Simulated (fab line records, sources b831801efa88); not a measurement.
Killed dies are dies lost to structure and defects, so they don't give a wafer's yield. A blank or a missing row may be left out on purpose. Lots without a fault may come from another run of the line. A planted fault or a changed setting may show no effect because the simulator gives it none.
Chamber matching | flow sky130 | SKY_LI_CONTACT_CMP_02 on cmp-01: 3 sister chambers
The step polishes PSG. 3 wafers are shown with their chamber, then 7 later ones without.

WAFERS WITH THEIR CHAMBER
wafer  | chamber | motor_current_A (A)
L196.4 | 2       | 11.0
L201.6 | 1       | 12.6
L202.2 | 0       | 11.9

WAFERS WITHOUT THEIR CHAMBER
wafer  | motor_current_A (A)
L202.5 | 11.0
L204.2 | 12.6
L204.3 | 12.7
L204.4 | 10.8
L207.1 | 12.6
L207.2 | 10.5
L207.3 | 12.6

WHICH CHAMBER EACH WENT THROUGH
wafer  | from the rows above | in truth
L202.5 | 2                   | 2
L204.2 | 1                   | 1
L204.3 | 1                   | 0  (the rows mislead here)
L204.4 | 2                   | 2
L207.1 | 1                   | 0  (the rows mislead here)
L207.2 | 2                   | 2
L207.3 | 1                   | 1
Placed correctly: 5 of 7. Can't be placed from these rows: 0. Placed wrongly: 2.
How it was worked out, from the rows above alone: a wafer's distance from a chamber is the root of the sum, over the readings, of the square of ((its reading less the chamber's mean) divided by the reading's scatter). The wafer belongs to the nearest chamber; if the next one is less than 2 further off, it can't be placed. A chamber's mean is the mean of its shown wafers. The scatter: with one shown wafer a chamber, the root of the mean of the squares of how far each hidden wafer lies from its nearest shown one.
